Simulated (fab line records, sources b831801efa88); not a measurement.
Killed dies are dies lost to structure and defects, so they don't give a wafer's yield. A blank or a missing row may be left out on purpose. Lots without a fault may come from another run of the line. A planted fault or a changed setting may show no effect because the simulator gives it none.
fab line records | flow sky130
record lots=7 wafers=21 last_day=50
route steps=708 shown SONOS_ONO@171 PAD_OPEN@708
lots that met no fault: from a run of the same line without faults
start_h: hours from the record's first day to the start of the lot's first wafer shown | wait_h: hours since the lot's step before | " the same as in the row above | L1.1+2: a row that stands for several wafers | - no value, or no start given | * or withheld: withheld | < > ~ a bound
route shown NAME@n: a module of which the file shows steps, and the number in the route of the first | usual: mean/standard deviation of fault-free wafers | same: alike in all rows | chamber/n: place in a boat | sites: the reading at each site | _std_site: their standard deviation | _edge_site: outer sites' mean less inner sites' | radius_mm: how far each site lies from the wafer's centre | mask NAME#n: copy n | behind: the tool/chamber that last shaped the wafer | hold: why the lot was held/for how many hours/how that ended | device: the transistor (n, p or np) that didn't switch | end of line: the same wafers' tests at the end of the route | a step without rows: its recipe alone | killed: dies lost to structure and defects at the first sort, not the wafer's yield | map: a wafer's dies, x killed, . not, _ none there
set.NAME: the setting as run; set.NAME@STEP: as run at that earlier step | model.NAME: the simulator's own value behind a step, which no gauge read
lots at some steps of the route; a table a step, a row a wafer
services: from which hour (start_h, from the record's first day; less than 0 if before it) a tool's chamber was out of use, for how many hours, and why
## steps
# step SKY_SONOS_ONO_THK_MEAS_03
# recipe reads=Si3N4_of_SONOS_ONO_CVD_02
# usual SONOS_ONO_CVD_02_THK=10.49/0.12
# columns lot.wafer tool chamber start_h wait_h SONOS_ONO_CVD_02_THK[nm]
L455.1 film_metro-03 - 261.65 0.0 10.44
L455.5 " - " " 10.49
L455.6 " - " " 10.42
L467.3 film_metro-01 - 347.14 0.0 10.47
L467.4 " - " " 10.24
L467.6 " - " " 10.38
L468.1 film_metro-03 - 352.62 0.0 10.43
L468.2 " - " " 10.51
L468.5 " - " " 10.47
L469.1 film_metro-03 - 365.49 0.0 10.47
L469.3 " - " " 10.59
L469.5 " - " " 10.49
L476.2 film_metro-03 - 427.69 0.0 10.62
L476.4 " - " " 10.60
L476.5 " - " " 10.55
L477.4 film_metro-04 - 440.51 0.0 10.49
L477.5 " - " " 10.48
L477.6 " - " " 10.49
L478.1 film_metro-03 - 451.07 0.0 10.43
L478.2 " - " " 10.50
L478.5 " - " " 10.55
# step SKY_SONOS_ONO_CVD_04
# recipe material=SiO2 precursor=SiH4/N2O target_thk_nm=5.7199 temp_c=900 pressure_mtorr=400
# step SKY_SONOS_ONO_THK_MEAS_05
# recipe reads=SiO2_of_SONOS_ONO_CVD_04
# usual SONOS_ONO_CVD_04_THK=5.74/0.11
# columns lot.wafer tool chamber start_h wait_h SONOS_ONO_CVD_04_THK[nm]
L455.1 film_metro-04 - 262.96 0.0 5.79
L455.5 " - " " 5.72
L455.6 " - " " 5.78
L467.3 film_metro-03 - 348.45 0.0 5.79
L467.4 " - " " 5.95
L467.6 " - " " 5.93
L468.1 film_metro-04 - 353.93 0.0 5.76
L468.2 " - " " 5.87
L468.5 " - " " 5.75
L469.1 film_metro-04 - 366.80 0.0 5.64
L469.3 " - " " 5.69
L469.5 " - " " 5.64
L476.2 film_metro-04 - 429.00 0.0 5.61
L476.4 " - " " 5.63
L476.5 " - " " 5.66
L477.4 film_metro-01 - 441.82 0.0 5.75
L477.5 " - " " 5.78
L477.6 " - " " 5.79
L478.1 film_metro-03 - 452.38 0.0 5.92
L478.2 " - " " 5.80
L478.5 " - " " 5.86
# step SKY_SONOS_ONO_DEHYDRATE_06
# recipe temp_c=200 time_s=60
# step SKY_SONOS_ONO_HMDS_07
# recipe prime_time_s=60 prime_temp_c=120
# step SKY_SONOS_ONO_COAT_08
# recipe resist=NOVOLAK spin_rpm=3000 resist_thk_nm=1140
# step SKY_SONOS_ONO_SOFTBAKE_09
# recipe temp_c=90 time_s=60 resist=NOVOLAK
# step SKY_SONOS_ONO_EXPOSE_10
# recipe mask_id=ONOM target_cd_nm=410 na=0.6 source_shape=conventional sigma_outer=0.6 dose_mj=150
# step SKY_SONOS_ONO_PEB_11
# recipe temp_c=withheld time_s=* resist=NOVOLAK
# step SKY_SONOS_ONO_DEVELOP_12
# recipe develop_time_s=60 dev_temp_c=23
# step SKY_SONOS_ONO_CD_MEAS_13
# recipe target_cd_nm=410
# usual cd_nm=409.1/2.6
# columns lot.wafer tool chamber start_h wait_h cd_nm
L455.1 cd_sem-02 - 285.82 0.1 410.0
L455.5 " - " " 408.7
L455.6 " - " " 409.2
L467.3 cd_sem-01 - 376.82 0.1 405.4
L467.4 " - " " 403.2
L467.6 " - " " 404.7
L468.1 cd_sem-02 - 381.97 0.1 408.7
L468.2 " - " " 409.8
L468.5 " - " " 407.5
L469.1 cd_sem-01 - 395.82 0.1 410.4
L469.3 " - " " 409.2
L469.5 " - " " 409.8
L476.2 cd_sem-01 - 460.09 0.1 412.3
L476.4 " - " " 412.3
L476.5 " - " " 411.5
L477.4 cd_sem-01 - 471.98 0.1 407.7
L477.5 " - " " 409.5
L477.6 " - " " 407.7
L478.1 cd_sem-01 - 482.47 0.1 412.6
L478.2 " - " " 413.1
L478.5 " - " " 410.7
# step SKY_SONOS_ONO_OVL_MEAS_14
# usual SONOS_ONO_OVL=1.3/1.3
# columns lot.wafer tool chamber start_h wait_h SONOS_ONO_OVL[nm]
L455.1 overlay-02 - 285.94 0.1 3.6
L455.5 " - " " 1.9
L455.6 " - " " 1.8
L467.3 overlay-01 - 376.92 0.1 1.1
L467.4 " - " " 1.7
L467.6 " - " " 0.8
L468.1 overlay-02 - 382.09 0.1 3.4
L468.2 " - " " 2.0
L468.5 " - " " 1.7
L469.1 overlay-01 - 395.94 0.1 0.5
L469.3 " - " " 0.2
L469.5 " - " " 0.0
L476.2 overlay-02 - 460.20 0.1 2.2
L476.4 " - " " -0.8
L476.5 " - " " -1.6
L477.4 overlay-02 - 472.06 0.1 1.6
L477.5 " - " " 0.7
L477.6 " - " " 2.1
L478.1 overlay-02 - 482.59 0.1 1.1
L478.2 " - " " -0.9
L478.5 " - " " 2.0
# step SKY_SONOS_ONO_ETCH_15
# recipe target_depth_nm=19.52 chemistry=CHF3/O2 source_w=600 bias_w=200 pressure_mtorr=40 chf3_flow_sccm=50 O2_flow_sccm=5 time_s=7.8
# usual O2_flow_sccm=4.999/0.014 bias_w=200.1/0.6 chamber_pressure_mTorr=40.00/0.037 drypump_motor_current_A=5.8/0.53 oes_product_au=1.000/0.0076 throttle_valve_pct=8.824/0.0079
# columns lot.wafer tool chamber start_h wait_h O2_flow_sccm bias_w chamber_pressure_mTorr drypump_motor_current_A oes_product_au rf_hours_counter_h throttle_valve_pct model.NOVOLAK_of_SONOS_ONO_COAT_08.thk_nm model.SiO2_of_FIELD_ISO_CVD_24.thk_nm model.SiO2_of_NWELL_OXIDATION_01.thk_nm
L455.1 rie_diel-01 0 285.98 0.0 4.971 200.2 39.98 5.8 1.009 100 8.816 1118 398.9 5.334
L455.5 " 1 " " 5.004 200.7 39.97 5.1 1.009 - 8.815 1123 398.8 5.075
L455.6 " 2 " " 5.001 199.8 39.93 5.2 1.003 - 8.823 1124 398.8 5.088
L467.3 rie_diel-03 0 376.94 0.0 - - - - - - - 1138 401.3 8.615
L467.4 " 1 " " - - - - - - - 1137 403.1 8.724
L467.6 " 3 " " - - - - - - - 1136 401.9 8.721
L468.1 rie_diel-03 1 382.13 0.0 - - - - - - - 1137 402.4 8.592
L468.2 " 0 " " - - - - - - - 1141 403.6 8.763
L468.5 " 3 " " - - - - - - - 1143 402.8 8.645
L469.1 rie_diel-02 3 395.98 0.0 - - - - - - - 1137 401.2 8.781
L469.3 " 0 " " - - - - - - - 1140 402.3 8.851
L469.5 " 3 " " - - - - - - - 1140 403.1 8.933
L476.2 rie_diel-01 3 460.23 0.0 5.005 201.2 39.97 5.0 1.005 10 8.836 1123 400 5.174
L476.4 " 2 " " 5.004 200.9 39.97 5.3 1.005 - 8.831 1124 400.3 5.152
L476.5 " 3 " " 4.995 200.6 39.99 5.0 1.009 - 8.832 1122 399 5.109
L477.4 rie_diel-03 1 472.07 0.0 5.006 200.1 40.01 5.0 0.991 12 8.827 1122 399.8 5.8
L477.5 " 1 " " 4.997 200.6 40.04 5.0 1.002 - 8.836 1125 401.2 5.603
L477.6 " 2 " " 5.019 201.0 39.89 6.0 0.997 - 8.826 1122 399.4 5.648
L478.1 rie_diel-03 3 482.63 0.0 5.034 199.6 39.91 6.5 0.999 2 8.838 1131 399.8 5.414
L478.2 " 0 " " 5.000 200.5 40.05 5.8 0.991 11 8.806 1128 398.6 5.41
L478.5 " 1 " " 5.010 199.0 40.05 4.9 0.980 - 8.831 1133 399.2 5.402
# step SKY_SONOS_ONO_WET_ETCH_16
# recipe chemistry=dHF target_depth_nm=14 dry=n2_spin target=SiO2 dilution=100:1 temp_c=25 time_s=280
# step SKY_SONOS_ONO_STRIP_17
# recipe chemistry=O2/N2 power_w=1400 pressure_mtorr=1500 platen_temp_c=withheld o2_flow_sccm=3000 n2_flow_sccm=300 overash_fraction=0.5
# usual chamber_pressure_mTorr=1500/4.4 drypump_motor_current_A=5.72/0.13 oes_product_au=0.710/0.0047 strip_time_to_endpoint_s=14.10/0.035
# columns lot.wafer tool chamber start_h wait_h chamber_pressure_mTorr drypump_motor_current_A oes_product_au rf_hours_counter_h strip_time_to_endpoint_s
L455.1 plasma_asher-04 0 286.09 0.0 1500 5.75 0.714 44 14.03
L455.5 " 1 " " 1502 5.87 0.718 - 14.09
L455.6 " 0 " " 1498 5.76 0.714 - 14.10
L467.3 plasma_asher-04 1 377.09 0.0 1500 5.85 0.711 - 14.16
L467.4 " 0 " " 1502 5.77 0.714 - 14.15
L467.6 " 0 " " 1503 5.78 0.717 - 14.14
L468.1 plasma_asher-01 1 382.24 0.0 1502 5.71 0.714 62 14.13
L468.2 " 0 " " 1501 5.49 0.711 62 14.19
L468.5 " 1 " " 1501 5.73 0.717 - 14.21
L469.1 plasma_asher-01 1 396.09 0.0 1500 5.74 0.713 63 14.15
L469.3 " 1 " " 1500 5.73 0.722 - 14.19
L469.5 " 0 " " 1498 5.49 0.711 - 14.19
L476.2 plasma_asher-04 0 460.34 0.0 1501 5.75 0.706 62 14.08
L476.4 " 1 " " 1501 5.86 0.710 - 14.10
L476.5 " 1 " " 1499 5.84 0.712 - 14.09
L477.4 plasma_asher-04 0 472.21 0.0 1503 5.75 0.708 - 14.09
L477.5 " 0 " " 1501 5.75 0.713 - 14.12
L477.6 " 1 " " 1499 5.86 0.714 - 14.06
L478.1 plasma_asher-01 0 482.74 0.0 1500 5.49 0.714 3 14.18
L478.2 " 1 " " 1498 5.76 0.711 3 14.15
L478.5 " 0 " " 1502 5.49 0.705 - 14.20
# step SKY_SONOS_ONO_WET_ETCH_18
# recipe chemistry=H3PO4 target_depth_nm=15 target=Si3N4 temp_c=160 time_s=172
# usual bath_guard_temp_C=160.1/0.39 bath_heat_duty_pct=27.2/2.4
# columns lot.wafer tool chamber start_h wait_h bath_guard_temp_C bath_heat_duty_pct model.SiO2_of_FIELD_ISO_CVD_24.thk_nm
L455.1 wet_bench-04 0 286.19 0.1 159.3 25.0 383.3
L455.5 " 0 " " 159.5 24.7 383.1
L455.6 " 0 " " 159.3 24.9 383.2
L467.3 wet_bench-02 1 377.15 0.0 160.2 26.5 385.7
L467.4 " 1 " " 160.8 26.4 387.5
L467.6 " 1 " " 160.6 27.2 386.3
L468.1 wet_bench-04 3 382.34 0.1 159.6 26.9 386.8
L468.2 " 3 " " 159.9 29.0 387.9
L468.5 " 3 " " 159.7 25.4 387.1
L469.1 wet_bench-02 2 396.19 0.1 160.6 25.8 385.4
L469.3 " 2 " " 160.6 28.7 386.5
L469.5 " 2 " " 160.2 25.9 387.4
L476.2 wet_bench-01 3 460.44 0.1 160.3 28.7 384.2
L476.4 " 3 " " 160.8 30.0 384.5
L476.5 " 3 " " 160.5 29.9 383.1
L477.4 wet_bench-02 2 472.28 0.0 160.2 24.9 384.3
L477.5 " 2 " " 160.4 30.2 385.5
L477.6 " 2 " " 160.2 27.3 383.8
L478.1 wet_bench-02 0 482.84 0.1 160.2 26.1 384.4
L478.2 " 0 " " 160.3 23.7 383.2
L478.5 " 0 " " 160.2 26.8 383.8
# step SKY_PAD_OPEN_PROBE_99
# usual killed_at_M0_to_M3=44/7 killed_at_M4_up=3.4/1.7 killed_at_contacts=24/4.9 killed_at_front_end=15/4.5 killed_at_other=0.4/0.61 killed_dies=86/9.7 killed_on_rim=17/3.6 killed_open=47/7.1 killed_short=39/6.1
# same gross_dies=492 killed_at_back_side=0
# columns lot.wafer tool chamber start_h wait_h hold killed_at_M0_to_M3 killed_at_M4_up killed_at_contacts killed_at_front_end killed_at_other killed_dies killed_on_rim killed_open killed_short
L455.1 prober-01 - 1089.36 0.1 - 37 5 32 11 0 85 19 41 44
L455.5 prober-01 - 1089.56 0.2 - 46 7 28 20 0 101 22 64 37
L455.6 prober-01 - 1089.61 0.2 - 40 5 29 2 0 76 19 43 33
L467.3 prober-02 - 1147.31 0.2 await_dispo/3.0h/scrap 51 4 30 405 2 492 96 61 39
L467.4 prober-02 - 1147.36 0.2 await_dispo/3.0h/scrap 51 1 27 413 0 492 96 56 41
L467.6 prober-02 - 1147.46 0.2 await_dispo/3.0h/scrap 45 2 19 426 0 492 96 47 34
L468.1 prober-01 - 1153.43 0.1 await_dispo/1.8h/scrap 39 7 23 423 0 492 96 35 45
L468.2 prober-01 - 1153.48 0.1 await_dispo/1.8h/scrap 51 2 30 409 0 492 96 55 42
L468.5 prober-01 - 1153.63 0.2 await_dispo/1.8h/scrap 36 4 33 418 1 492 96 56 32
L469.1 prober-02 - 1162.85 0.1 await_dispo/2.8h/scrap 32 1 22 437 0 492 96 41 25
L469.3 prober-02 - 1162.95 0.2 await_dispo/2.8h/scrap 45 3 24 420 0 492 96 48 40
L469.5 prober-02 - 1163.05 0.2 await_dispo/2.8h/scrap 46 2 19 423 2 492 96 37 53
L476.2 prober-01 - 1194.93 0.1 - 47 2 27 17 1 94 20 57 37
L476.4 prober-01 - 1195.03 0.2 - 46 2 18 11 1 78 9 35 43
L476.5 prober-01 - 1195.08 0.2 - 44 5 12 13 0 74 13 41 33
L477.4 prober-02 - 1202.99 0.2 - 35 4 25 17 0 81 19 42 39
L477.5 prober-02 - 1203.04 0.2 - 53 3 20 12 1 89 14 43 46
L477.6 prober-02 - 1203.09 0.2 - 40 2 25 14 0 81 20 38 43
L478.1 prober-01 - 1207.69 0.1 - 46 2 17 14 0 79 12 46 32
L478.2 prober-01 - 1207.74 0.1 - 48 5 24 14 0 91 15 51 39
L478.5 prober-01 - 1207.89 0.2 - 45 2 14 14 0 75 13 43 32
# killed by level:class
L455.1 CONTACT:geometric_particle:open=14 CONTACT:geometric_particle:short=10 VIA1:geometric_particle:open=10 VIA1:geometric_particle:short=4 VIA2:geometric_particle:open=4 METAL3:geometric_particle:short=4 FIELD_ISO:geometric_particle:short=3 POLY_GATE:geometric_particle:short=3
L455.5 CONTACT:geometric_particle:open=15 VIA3:geometric_particle:open=9 VIA1:geometric_particle:open=6 FIELD_ISO:geometric_particle:open=5 CONTACT:geometric_particle:short=5 METAL1:geometric_particle:short=5 VIA2:geometric_particle:open=5 METAL2:geometric_particle:short=4
L455.6 CONTACT:geometric_particle:open=12 VIA1:geometric_particle:open=12 LI_CONTACT:geometric_particle:open=7 METAL1:geometric_particle:short=6 VIA1:geometric_particle:short=5 METAL4:geometric_particle:short=5 CONTACT:geometric_particle:short=4 VIA2:geometric_particle:open=4
L467.3 SONOS_ONO:area_etch=392 VIA1:geometric_particle:open=14 VIA3:geometric_particle:open=12 LI_CONTACT:geometric_particle:open=11 CONTACT:geometric_particle:open=7 VIA2:geometric_particle:open=7 LOCAL_INTERCONNECT:geometric_particle:short=6 FIELD_ISO:geometric_particle:short=5
L467.4 SONOS_ONO:area_etch=395 VIA1:geometric_particle:open=12 VIA3:geometric_particle:open=10 CONTACT:geometric_particle:open=8 FIELD_ISO:geometric_particle:open=7 LI_CONTACT:geometric_particle:open=7 METAL1:geometric_particle:short=7 LOCAL_INTERCONNECT:geometric_particle:short=6
L467.6 SONOS_ONO:area_etch=411 VIA1:geometric_particle:open=11 VIA3:geometric_particle:open=9 LI_CONTACT:geometric_particle:open=5 CONTACT:geometric_particle:short=5 CONTACT:geometric_particle:open=5 FIELD_ISO:geometric_particle:open=4 POLY_GATE:geometric_particle:short=4
L468.1 SONOS_ONO:area_etch=412 METAL1:geometric_particle:short=10 CONTACT:geometric_particle:open=8 CONTACT:geometric_particle:short=8 VIA2:geometric_particle:open=7 LI_CONTACT:geometric_particle:open=6 VIA3:geometric_particle:open=5 VIA1:geometric_particle:short=5
L468.2 SONOS_ONO:area_etch=395 CONTACT:geometric_particle:open=14 METAL1:geometric_particle:short=9 VIA1:geometric_particle:open=9 VIA2:geometric_particle:open=7 VIA3:geometric_particle:open=7 VIA1:geometric_particle:short=6 LI_CONTACT:geometric_particle:open=5
L468.5 SONOS_ONO:area_etch=404 LI_CONTACT:geometric_particle:open=18 CONTACT:geometric_particle:open=11 VIA2:geometric_particle:open=7 VIA1:geometric_particle:short=6 FIELD_ISO:geometric_particle:short=5 VIA2:geometric_particle:short=5 VIA1:geometric_particle:open=5
L469.1 SONOS_ONO:area_etch=426 CONTACT:geometric_particle:open=10 VIA2:geometric_particle:open=8 LI_CONTACT:geometric_particle:open=7 VIA3:geometric_particle:open=7 METAL1:geometric_particle:short=6 SPACER:geometric_particle:short=4 VIA1:geometric_particle:open=4
L469.3 SONOS_ONO:area_etch=404 CONTACT:geometric_particle:open=12 VIA1:geometric_particle:open=10 METAL3:geometric_particle:short=8 METAL1:geometric_particle:short=6 FIELD_ISO:geometric_particle:open=5 METAL2:geometric_particle:short=5 VIA2:geometric_particle:open=5
L469.5 SONOS_ONO:area_etch=400 METAL1:geometric_particle:short=12 FIELD_ISO:geometric_particle:short=10 VIA1:geometric_particle:open=7 METAL2:geometric_particle:short=7 VIA2:geometric_particle:open=7 CONTACT:geometric_particle:open=6 FIELD_ISO:geometric_particle:open=5
L476.2 VIA1:geometric_particle:open=15 LI_CONTACT:geometric_particle:open=10 VIA3:geometric_particle:open=9 CONTACT:geometric_particle:open=6 VIA1:geometric_particle:short=6 FIELD_ISO:geometric_particle:open=5 LOCAL_INTERCONNECT:geometric_particle:short=5 VIA2:geometric_particle:open=5
L476.4 VIA1:geometric_particle:open=11 VIA2:geometric_particle:short=9 VIA2:geometric_particle:open=7 METAL2:geometric_particle:short=6 CONTACT:geometric_particle:short=5 POLY_GATE:geometric_particle:short=4 CONTACT:geometric_particle:open=4 METAL1:geometric_particle:short=4
L476.5 VIA1:geometric_particle:open=13 VIA1:geometric_particle:short=7 VIA2:geometric_particle:open=7 CONTACT:geometric_particle:open=5 VIA3:geometric_particle:open=4 POLY_GATE:geometric_particle:open=4 METAL1:geometric_particle:short=4 METAL2:geometric_particle:short=4
L477.4 VIA1:geometric_particle:open=9 POLY_GATE:geometric_particle:short=6 CONTACT:geometric_particle:short=6 CONTACT:geometric_particle:open=6 VIA2:geometric_particle:open=6 FIELD_ISO:geometric_particle:open=5 METAL1:geometric_particle:short=5 LI_CONTACT:geometric_particle:open=4
L477.5 VIA1:geometric_particle:open=11 CONTACT:geometric_particle:open=7 METAL1:geometric_particle:short=7 METAL2:geometric_particle:short=7 VIA2:geometric_particle:open=7 VIA3:geometric_particle:open=6 LOCAL_INTERCONNECT:geometric_particle:short=5 VIA1:geometric_particle:short=5
L477.6 POLY_GATE:geometric_particle:short=9 VIA1:geometric_particle:open=9 CONTACT:geometric_particle:open=8 VIA3:geometric_particle:open=7 METAL2:geometric_particle:short=6 LI_CONTACT:geometric_particle:open=5 LOCAL_INTERCONNECT:geometric_particle:short=4 CONTACT:geometric_particle:short=4
L478.1 VIA1:geometric_particle:open=12 VIA3:geometric_particle:open=9 VIA2:geometric_particle:open=7 LI_CONTACT:geometric_particle:open=6 CONTACT:geometric_particle:open=5 METAL1:geometric_particle:short=5 METAL2:geometric_particle:short=5 POLY_GATE:geometric_particle:short=4
L478.2 CONTACT:geometric_particle:open=12 VIA3:geometric_particle:open=12 VIA1:geometric_particle:short=7 METAL2:geometric_particle:short=6 VIA2:geometric_particle:open=6 VIA1:geometric_particle:open=5 CONTACT:geometric_particle:short=5 POLY_GATE:geometric_particle:open=4
L478.5 VIA2:geometric_particle:open=10 VIA3:geometric_particle:open=9 VIA1:geometric_particle:open=8 CONTACT:geometric_particle:open=7 VIA2:geometric_particle:short=4 VIA3:geometric_particle:short=4 FIELD_ISO:geometric_particle:short=3 LOCAL_INTERCONNECT:geometric_particle:short=3
# map L467.3 (x killed, . not)
__________xxxxxxxxxx_________
________xxxxxxxxxxxxxx_______
______xxxxxxxxxxxxxxxxxx_____
_____xxxxxxxxxxxxxxxxxxxx____
____xxxxxxxxxxxxxxxxxxxxxx___
___xxxxxxxxxxxxxxxxxxxxxxxx__
__xxxxxxxxxxxxxxxxxxxxxxxxxx_
_xxxxxxxxxxxxxxxxxxxxxxxxxxxx
_xxxxxxxxxxxxxxxxxxxxxxxxxxxx
_xxxxxxxxxxxxxxxxxxxxxxxxxxxx
_xxxxxxxxxxxxxxxxxxxxxxxxxxxx
_xxxxxxxxxxxxxxxxxxxxxxxxxxxx
_xxxxxxxxxxxxxxxxxxxxxxxxxxxx
_xxxxxxxxxxxxxxxxxxxxxxxxxxxx
_xxxxxxxxxxxxxxxxxxxxxxxxxxxx
__xxxxxxxxxxxxxxxxxxxxxxxxxx_
___xxxxxxxxxxxxxxxxxxxxxxxx__
____xxxxxxxxxxxxxxxxxxxxxx___
_____xxxxxxxxxxxxxxxxxxxx____
______xxxxxxxxxxxxxxxxxx_____
________xxxxxxxxxxxxxx_______
__________xxxxxxxxxx_________
# map L468.1 (x killed, . not)
__________xxxxxxxxxx_________
________xxxxxxxxxxxxxx_______
______xxxxxxxxxxxxxxxxxx_____
_____xxxxxxxxxxxxxxxxxxxx____
____xxxxxxxxxxxxxxxxxxxxxx___
___xxxxxxxxxxxxxxxxxxxxxxxx__
__xxxxxxxxxxxxxxxxxxxxxxxxxx_
_xxxxxxxxxxxxxxxxxxxxxxxxxxxx
_xxxxxxxxxxxxxxxxxxxxxxxxxxxx
_xxxxxxxxxxxxxxxxxxxxxxxxxxxx
_xxxxxxxxxxxxxxxxxxxxxxxxxxxx
_xxxxxxxxxxxxxxxxxxxxxxxxxxxx
_xxxxxxxxxxxxxxxxxxxxxxxxxxxx
_xxxxxxxxxxxxxxxxxxxxxxxxxxxx
_xxxxxxxxxxxxxxxxxxxxxxxxxxxx
__xxxxxxxxxxxxxxxxxxxxxxxxxx_
___xxxxxxxxxxxxxxxxxxxxxxxx__
____xxxxxxxxxxxxxxxxxxxxxx___
_____xxxxxxxxxxxxxxxxxxxx____
______xxxxxxxxxxxxxxxxxx_____
________xxxxxxxxxxxxxx_______
__________xxxxxxxxxx_________
## services
# columns tool chamber start_h hours kind
plasma_asher-04 - 284.23 1.8 repair
rie_diel-03 3 316.41 - clean
rie_diel-03 3 316.41 17.1 scheduled_down
rie_diel-03 3 316.41 17.1 vent_cycle
rie_diel-02 2 330.39 1.3 repair
rie_diel-01 - 335.17 0.5 repair
rie_diel-03 2 349.64 6.6 repair
rie_diel-01 2 365.70 23.5 repair
rie_diel-03 2 407.04 2.0 repair
plasma_asher-01 - 421.25 9.0 pm
plasma_asher-01 0 421.25 9.0 vent_cycle
plasma_asher-01 1 421.25 9.0 vent_cycle
plasma_asher-01 0 430.25 - clean
plasma_asher-01 1 430.25 - clean
rie_diel-03 2 430.26 1.5 repair
rie_diel-02 3 446.20 7.8 repair
plasma_asher-01 - 446.57 1.9 repair
plasma_asher-01 - 450.67 1.9 repair
rie_diel-02 1 455.81 5.3 repair
plasma_asher-01 - 457.51 12.3 repair
rie_diel-01 3 461.56 8.5 repair
rie_diel-01 - 468.69 15.6 pm
rie_diel-02 3 472.72 31.2 repair
rie_diel-02 0 478.08 9.5 repair
## key
first_sign step=SKY_SONOS_ONO_ETCH_15 reading=tool_record direction=missing
effect step=SKY_PAD_OPEN_PROBE_99 reading=killed_at_front_end direction=up sigmas=90 usual=15 struck=419
model_effect step=SKY_SONOS_ONO_ETCH_15 value=NOVOLAK_of_SONOS_ONO_COAT_08.thk_nm without=1123 struck=1139
model_effect step=SKY_SONOS_ONO_WET_ETCH_18 value=SiO2_of_FIELD_ISO_CVD_24.thk_nm without=383.4 struck=386.7
more_kills_born_at SKY_SONOS_ONO_ETCH_15@rie_diel-03=2409 SKY_SONOS_ONO_ETCH_15@rie_diel-02=1230
met_at SKY_SONOS_ONO_ETCH_15
struck_wafers L467.3,L467.4,L467.6,L468.1,L468.2,L468.5,L469.1,L469.3,L469.5
later_rows_left_out L467.3,L467.4,L467.6,L468.1,L468.2,L468.5,L469.1,L469.3,L469.5
tester_left_out L467,L468,L469
fault kind=skipped_step_whole tool=rie_diel-02,rie_diel-03 chamber=- onset_h=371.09 steps=SKY_SONOS_ONO_ETCH_15 scope=struck_lots_only
# tester_left_out: of these lots the tester's yield and bins aren't shown, on N5 and GAA mostly nor the transistor test; their killed dies are dies lost to structure and defects alone, not to doping, threshold or leakage, so they don't give the yield
# later_rows_left_out: the simulator's readings of these wafers behind a module that went badly wrong aren't trusted and aren't shown, but for the sort
